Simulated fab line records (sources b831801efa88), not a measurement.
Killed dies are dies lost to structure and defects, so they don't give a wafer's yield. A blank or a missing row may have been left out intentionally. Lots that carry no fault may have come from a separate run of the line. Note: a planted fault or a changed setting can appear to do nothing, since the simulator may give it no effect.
Comparing a struck lot with a sound one :: flow sky130 :: 31 steps out of a route of 708
Sound: wafers L832.1, L832.3, L832.5. Struck: wafer L845.5 (left out: L845.2, L845.3 of the same lot, which were not struck); the cause appears at the end.
For every step that has rows: the tool of each side, followed by ch and its chambers, followed by its first start. Under that, the readings that differ: sound wafers :: struck wafers :: difference of the means :: sigmas: that difference in standard deviations of wafers without a fault.
alike: readings whose means differ by less than 2 such deviations, and words and numbers that are the same on both sides. not compared: withheld readings, readings that some wafer has no value for, bounds like >300 that may hide the same value, and numbers for which the record gives no deviation and whose values overlap.
Wherever a step has rows on one side only, a row that says differs or no value, or a row with sigmas, the two part there. When numbers do not overlap yet have no deviation, they are printed without sigmas and do not part them. A reading missing from all wafers of one side parts the sides only when that side holds two or more wafers.

SKY_LI_CONTACT_OVL_MEAS_13:
  sound on overlay-01, day 31 00:29; struck on overlay-01, day 35 05:11
  alike: LI_CONTACT_OVL
then, 2 steps without rows for these wafers: SKY_LI_CONTACT_ETCH_14 (etches BARC in N2/H2, stops on SiO2, time 45.9 s, target depth 60 nm); SKY_LI_CONTACT_ETCH_15 (etches PSG in C4F8/O2/Ar, stops on Si, target depth 600 nm).
SKY_LI_CONTACT_STRIP_16: strips in O2/N2.
  sound on plasmaAsher-04 ch 0,1, day 31 00:39; struck on plasmaAsher-03 ch 1, day 35 05:21
reading: drypumpMotorCurrentA (A)
sound: 5.3 5.1 5.2
struck: 5.9
difference: +0.7
sigmas: +2
  alike: o2FlowSccm, oesProductAu, stripTimeToEndpointS
  not compared: rfHoursCounterH
then, 3 steps without rows for these wafers: SKY_LI_CONTACT_CLEAN_17 (cleans in NMP, time 600 s); SKY_LI_CONTACT_PRE_CLEAN_18 (time 5.6 s); SKY_LI_CONTACT_SPUTTER_19 (material Ti, target thk 20 nm, time 106.37 s).
SKY_LI_CONTACT_SPUTTER_20: material TiN, target thk 20 nm, time 80 s.
  sound on pvdSputter-01, day 31 01:01; struck on pvdSputter-01, day 35 05:43
  alike: throttleValvePct
SKY_LI_CONTACT_CVD_21: deposits W, target thk 400 nm, time 120.56 s.
  sound on cvdW-02 ch 1, day 31 01:05; struck on cvdW-02 ch 1, day 35 05:47
  alike: chamberPressureTorr, heaterPowerW
  not compared: sinceWetCleanH
SKY_LI_CONTACT_RS_MEAS_22: measurement is done with a four-point probe.
  sound on filmMetro-02, day 31 01:13; struck on filmMetro-01, day 35 05:56
  alike: LI_CONTACT_W_RS
SKY_LI_CONTACT_THK_MEAS_23: measures by xrf.
  sound on filmMetro-02, day 31 01:20; struck on filmMetro-01, day 35 06:02
reading: LI_CONTACT_W_THK (nm)
sound: 377 380 379
struck: 397
difference: +18
sigmas: +2
then, 1 step without rows for these wafers: SKY_LI_CONTACT_CMP_24 (polishes, stops on PSG, t overpolish 20 s, target thk 0 nm).
SKY_LOCAL_INTERCONNECT_SPUTTER_00: material TiN, target thk 100 nm, time 83.3 s.
  sound on pvdSputter-02, day 31 01:41; struck on pvdSputter-02, day 35 06:23
reading: model.TiN_of_LOCAL_INTERCONNECT_SPUTTER_00.thkNm (nm)
sound: 99.25 100.5 99.71
struck: 92.3
difference: -7.5
sigmas: 
  alike: throttleValvePct
SKY_LOCAL_INTERCONNECT_RS_MEAS_01: measurement is done with a four-point probe.
  sound on filmMetro-03, day 31 01:45; struck on filmMetro-04, day 35 06:28
reading: LOCAL_INTERCONNECT_TIN_RS (ohm/sq)
sound: 14.28 14.11 14.21
struck: 15.39
difference: +1.19
sigmas: +7
SKY_LOCAL_INTERCONNECT_THK_MEAS_02: measures by xrf.
  sound on filmMetro-03, day 31 01:52; struck on filmMetro-04, day 35 06:35
reading: LOCAL_INTERCONNECT_TIN_THK (nm)
sound: 98.8 100.0 99.2
struck: 92.0
difference: -7.3
sigmas: -6
then, 8 steps without rows for these wafers: SKY_LOCAL_INTERCONNECT_DEHYDRATE_03 (time 60 s); SKY_LOCAL_INTERCONNECT_HMDS_04 (prime time 60 s); SKY_LOCAL_INTERCONNECT_COAT_05 (resist thk 60 nm); SKY_LOCAL_INTERCONNECT_COAT_06 (resist thk 450 nm); SKY_LOCAL_INTERCONNECT_SOFTBAKE_07 (time 90 s); SKY_LOCAL_INTERCONNECT_EXPOSE_08 (exposes mask LI1M, target cd 170 nm); SKY_LOCAL_INTERCONNECT_PEB_09; SKY_LOCAL_INTERCONNECT_DEVELOP_10 (develop time 60 s).
SKY_LOCAL_INTERCONNECT_CD_MEAS_11: the cd target is 170 nm.
  sound on cdSem-02, day 32 05:55; struck on cdSem-01, day 36 09:10
  alike: cdNm
SKY_LOCAL_INTERCONNECT_OVL_MEAS_12:
  sound on overlay-02, day 32 06:02; struck on overlay-01, day 36 09:16
  alike: LOCAL_INTERCONNECT_OVL
SKY_LOCAL_INTERCONNECT_ETCH_13: etches BARC in N2/H2, stops on SiO2, time 45.9 s, target depth 60 nm.
  sound on rieMetal-02 ch 1, day 32 06:04; struck on rieMetal-01 ch 0, day 36 09:18
  alike: drypumpMotorCurrentA, oesProductAu, throttleValvePct
  not compared: rfHoursCounterH
SKY_LOCAL_INTERCONNECT_METAL_ETCH_14: etches TiN in Cl2/BCl3, stops on PSG, target depth 110 nm, time 31.4 s.
  sound on rieMetal-02 ch 1, day 32 06:08; struck on rieMetal-01 ch 0, day 36 09:22
reading: oesProductAu (a.u.)
sound: 0.931 0.949 0.945
struck: 0.903
difference: -0.039
sigmas: -4

reading: throttleValvePct (%)
sound: 21.893 21.896 21.906
struck: 21.925
difference: +0.027
sigmas: +3
  alike: drypumpMotorCurrentA
  not compared: rfHoursCounterH
SKY_LOCAL_INTERCONNECT_STRIP_15: strips in O2/N2.
  sound on plasmaAsher-02 ch 1, day 32 06:11; struck on plasmaAsher-01 ch 1, day 36 09:25
  alike: drypumpMotorCurrentA, o2FlowSccm, oesProductAu, stripTimeToEndpointS
  not compared: rfHoursCounterH
SKY_LOCAL_INTERCONNECT_STRIP_16: strips in post etch residue remover, time 1200 s.
  sound on wetBench-02 ch 0, day 32 06:17; struck on wetBench-02 ch 2, day 36 09:31
reading: model.TiN_of_LOCAL_INTERCONNECT_SPUTTER_00.thkNm (nm)
sound: 98.83 100.1 99.29
struck: 91.87
difference: -7.54
sigmas: 
then, 1 step without rows for these wafers: SKY_LOCAL_INTERCONNECT_CLEAN_17 (cleans in IPA, time 180 s).
-- a jump in the record: the struck wafers' starts before and after are 14 days apart (it breaks off in module LOCAL_INTERCONNECT and resumes in module PAD_OPEN, where the first step shown is number 708 of the route) --
SKY_PAD_OPEN_PROBE_99:
  sound on prober-01, day 47 03:13; struck on prober-02, day 50 02:33
reading: killedAtOther
sound: 0 0 0
struck: 1
difference: +1
sigmas: +2

reading: model.etest.resLi.lineOhmUm
sound: 76.16 74.55 73.9
struck: 81.17
difference: +6.30
sigmas: 

reading: model.etest.resLi.rsOhmSq
sound: 12.96 12.77 12.8
struck: 13.98
difference: +1.14
sigmas: 
  alike: killed_at_M0_to_M3, killed_at_M4_up, killedAtContacts, killedAtFrontEnd, killedDies, killedOpen, killedShort

== WHERE THEY PART ==
Earliest at SKY_LI_CONTACT_STRIP_16; latest, in this record, at SKY_PAD_OPEN_PROBE_99.

WHY: whatever the simulator had introduced
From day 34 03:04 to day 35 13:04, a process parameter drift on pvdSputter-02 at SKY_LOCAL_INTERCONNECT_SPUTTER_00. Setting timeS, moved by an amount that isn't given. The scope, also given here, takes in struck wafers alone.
